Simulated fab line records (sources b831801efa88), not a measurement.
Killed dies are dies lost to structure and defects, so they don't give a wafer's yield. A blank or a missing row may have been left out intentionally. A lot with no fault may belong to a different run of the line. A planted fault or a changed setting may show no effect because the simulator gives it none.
Struck lot and sound lot, side by side + flow sky130 + 31 steps out of a route of 708
Sound: these wafers, L366.1, L366.4, L366.6. The struck wafers were L374.1, L374.3, L374.4. The cause is given at the end.
At each step with rows: each side's tool, then ch and its chambers, then its first start. Under that, the readings that differ: sound wafers + struck wafers + difference of the means + sigmas: that difference in standard deviations of wafers without a fault.
alike: readings with means less than 2 such deviations apart, plus words and numbers identical on both sides. not compared: withheld readings, readings lacking a value on some wafer, bounds such as >300 that could conceal the same value, and numbers that have no deviation in the record and whose values overlap.
A row with sigmas, a row that says differs or no value, or rows on one side alone: a step with any of these is where the two part. Non-overlapping numbers with no deviation appear without sigmas and do not part them. Lack of a reading on every wafer of one side parts them only where that side has two or more wafers.

first, 1 step without rows for these wafers: SKY_NWELL_IMPLANT_13.
SKY_NWELL_STRIP_14: strips in O2/N2.
  sound on plasma_asher-04 ch 0,1, day 5 03:01; struck on plasma_asher-03 ch 0,1, day 6 17:34
| reading                      | sound             | struck            | difference | sigmas |
|------------------------------|-------------------|-------------------|------------|--------|
| strip_time_to_endpoint_s (s) | 37.07 37.02 37.06 | 36.74 36.80 36.83 | -0.26      | -3     |
  alike: drypump_motor_current_A, oes_product_au
  not compared: rf_hours_counter_h
SKY_NWELL_TW_MEAS_15:
  sound: film_metro-02 at day 5 03:07; struck: film_metro-01 at day 6 17:40
  alike: NWELL_TW
then, 7 steps without rows for these wafers: SKY_NWELL_DEHYDRATE_16 (time 60 s); SKY_NWELL_HMDS_17 (prime time 60 s); SKY_NWELL_COAT_18 (resist thk 3000 nm); SKY_NWELL_SOFTBAKE_19; SKY_NWELL_EXPOSE_20 (exposes mask NWM COMPLEMENT, target cd 840 nm); SKY_NWELL_PEB_21; SKY_NWELL_DEVELOP_22 (develop time 60 s).
SKY_NWELL_OVL_MEAS_23:
  sound: overlay-02 at day 5 20:56; struck: overlay-02 at day 7 12:56
  alike: NWELL_01_OVL
next, for these wafers, 1 step has no rows: SKY_NWELL_IMPLANT_24.
SKY_NWELL_STRIP_25: strips in O2/N2.
  sound on plasma_asher-04 ch 0,1, day 5 21:07; struck on plasma_asher-03 ch 0,1, day 7 13:07
| reading                                 | sound             | struck            | difference                    | sigmas |
|-----------------------------------------|-------------------|-------------------|-------------------------------|--------|
| oes_product_au (a.u.)                   | 0.724 0.727 0.716 | 0.924 0.928 0.933 | +0.206                        | +47    |
| strip_time_to_endpoint_s (s)            | 36.98 36.89 36.78 | - - -             | no value on the struck wafers |        |
| model.coat_of_NWELL_COAT_18.thk_nm (nm) | 0 0 0             | 1690 1690 1687    | +1689                         |        |
  alike: drypump_motor_current_A
  not compared: rf_hours_counter_h
SKY_NWELL_TW_MEAS_26:
  sound: film_metro-01 at day 5 21:13; struck: film_metro-03 at day 7 13:13
  alike: NWELL_2_TW
then, 1 step without rows for these wafers: SKY_NWELL_CLEAN_27 (cleans in SC1/SC2, time 150 s).
SKY_NWELL_RTA_28: time 30 s.
  sound on rtp_anneal-01 ch 0, day 5 21:20; struck on rtp_anneal-02 ch 0, day 7 13:20
| reading          | sound                | struck               | difference | sigmas |
|------------------|----------------------|----------------------|------------|--------|
| wafer_temp_C_max | 1054.8 1054.0 1053.9 | 1055.0 1057.1 1055.6 | +1.7       | +2     |
  alike: lamp_power_pct, ramp_down_c_per_s
SKY_NWELL_RS_MEAS_29: measures by four-point-probe.
  sound: film_metro-03 at day 5 21:26; struck: film_metro-02 at day 7 13:26
  alike: NWELL_RS
SKY_NWELL_RS_MEAS_31: measures by four-point-probe.
  sound: film_metro-03 at day 5 21:40; struck: film_metro-02 at day 7 13:40
  alike: PWDE_RS
then, 7 steps without rows for these wafers: SKY_VT_ADJUST_HVTP_DEHYDRATE_00 (time 60 s); SKY_VT_ADJUST_HVTP_HMDS_01 (prime time 60 s); SKY_VT_ADJUST_HVTP_COAT_02 (resist thk 1140 nm); SKY_VT_ADJUST_HVTP_SOFTBAKE_03 (time 60 s); SKY_VT_ADJUST_HVTP_EXPOSE_04 (exposes mask HVTPM, target cd 380 nm); SKY_VT_ADJUST_HVTP_PEB_05; SKY_VT_ADJUST_HVTP_DEVELOP_06 (develop time 60 s).
SKY_VT_ADJUST_HVTP_CD_MEAS_07: target cd 380 nm.
  sound: cd_sem-01 at day 6 16:44; struck: cd_sem-02 at day 8 09:34
  alike: cd_nm
SKY_VT_ADJUST_HVTP_OVL_MEAS_08:
  sound: overlay-02 at day 6 16:52; struck: overlay-01 at day 8 09:41
  alike: VT_ADJUST_HVTP_OVL
next, for these wafers, 1 step has no rows: SKY_VT_ADJUST_HVTP_IMPLANT_09.
SKY_VT_ADJUST_HVTP_STRIP_10: strips in O2/N2.
  sound on plasma_asher-01 ch 0,1, day 6 17:02; struck on plasma_asher-02 ch 0,1, day 8 09:52
| reading                      | sound             | struck            | difference | sigmas      |
|------------------------------|-------------------|-------------------|------------|-------------|
| oes_product_au (a.u.)        | 0.712 0.712 0.711 | 0.718 0.729 0.730 | +0.014     | +3          |
| strip_time_to_endpoint_s (s) | 14.19 14.19 14.19 | 39.36 39.34 39.25 | +25.13     | +99 or more |
  alike: drypump_motor_current_A
  not compared: rf_hours_counter_h
SKY_VT_ADJUST_HVTP_TW_MEAS_11:
  sound: film_metro-02 at day 6 17:08; struck: film_metro-04 at day 8 09:58
| reading           | sound          | struck   | difference | sigmas |
|-------------------|----------------|----------|------------|--------|
| VT_ADJUST_HVTP_TW | 1374 1385 1378 | 30 30 30 | -1349      | -61    |
then, 1 step without rows for these wafers: SKY_VT_ADJUST_LVTN_DEHYDRATE_00 (time 60 s).

## WHERE THEY PART
Earliest at SKY_NWELL_STRIP_14; latest, in this record, at SKY_VT_ADJUST_HVTP_TW_MEAS_11.

WHY: what had been put in by the simulator
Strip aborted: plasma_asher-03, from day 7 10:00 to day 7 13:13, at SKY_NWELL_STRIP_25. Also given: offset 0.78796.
